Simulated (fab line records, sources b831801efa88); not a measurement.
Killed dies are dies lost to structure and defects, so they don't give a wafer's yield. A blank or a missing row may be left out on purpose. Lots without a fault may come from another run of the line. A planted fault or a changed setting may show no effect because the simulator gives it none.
Which tool did it? | flow sky130 | 10 lots, 30 wafers sampled, at 2 steps of a route of 708

WHAT THE GAUGES READ, wafer by wafer
SKY_CONTACT_THK_MEAS_03. Usual: CONTACT_HDPCVD_THK 568 nm, standard deviation 5.9.
lot  | measured     | on            | CONTACT_HDPCVD_THK (nm) | flag
L497 | day 30 21:59 | film_metro-01 | 563 562 564             |
L503 | day 32 20:23 | film_metro-03 | 561 558 571             |
L504 | day 33 23:06 | film_metro-01 | 563 565 562             |
L507 | day 34 17:42 | film_metro-01 | 567 563 566             |
L511 | day 35 14:26 | film_metro-02 | 575 571 570             |
L512 | day 36 02:16 | film_metro-02 | 564 575 564             |
L515 | day 36 18:54 | film_metro-01 | 579 578 574             |
L516 | day 37 03:35 | film_metro-01 | 570 563 565             |
L517 | day 37 11:16 | film_metro-02 | 569 577 563             |
L518 | day 37 20:39 | film_metro-03 | 566 567 567             |

WHICH TOOL RAN EACH LOT (tool, then ch and the chambers of the sampled wafers, then the start)
lot  | SKY_LI_CONTACT_SPUTTER_20
L497 | pvd_sputter-01, day 29 16:44
L503 | pvd_sputter-03, day 31 15:55
L504 | pvd_sputter-04, day 32 17:29
L507 | pvd_sputter-01, day 33 12:48
L511 | pvd_sputter-03, day 34 09:24
L512 | pvd_sputter-04, day 34 20:04
L515 | pvd_sputter-03, day 35 13:05
L516 | pvd_sputter-03, day 35 21:19
L517 | pvd_sputter-04, day 36 05:55
L518 | pvd_sputter-04, day 36 14:52
- SKY_LI_CONTACT_SPUTTER_20: material TiN, target thk 20 nm, time 80 s.

WHAT THE TOOLS THEMSELVES READ (means of the sampled wafers that have a number; where no wafer has one, the mark that the record gives instead)
SKY_LI_CONTACT_SPUTTER_20. Usual: throttle_valve_pct 29.8 %, standard deviation 1.3.
lot  | tool           | throttle_valve_pct (%) | flag
L497 | pvd_sputter-01 | 29.9                   |
L503 | pvd_sputter-03 | 30.1                   |
L504 | pvd_sputter-04 | 29.3                   |
L507 | pvd_sputter-01 | 29.7                   |
L511 | pvd_sputter-03 | 27.4                   |
L512 | pvd_sputter-04 | 29.3                   |
L515 | pvd_sputter-03 | 30.3                   |
L516 | pvd_sputter-03 | 28.9                   |
L517 | pvd_sputter-04 | 29.4                   |
L518 | pvd_sputter-04 | 28.8                   |

THE ANSWER, worked out from the rows above alone
Rule: a lot is off if the mean of its wafers that have a number lies more than 3 standard deviations from the usual mean. A lot without any number at a reading at which 4 lots or more have one is off too. The other lots that the step has rows for count as sound. The gauges are gone through in route order, then the tools' own readings, and for those a lot's mean is taken as printed above. The first step at which some lot is off is used, and at that step the reading that is off furthest; a lot without a number counts as furthest.
No lot is off at any reading shown: from this, nothing can be told.

WHAT THE SIMULATOR HAD PUT IN
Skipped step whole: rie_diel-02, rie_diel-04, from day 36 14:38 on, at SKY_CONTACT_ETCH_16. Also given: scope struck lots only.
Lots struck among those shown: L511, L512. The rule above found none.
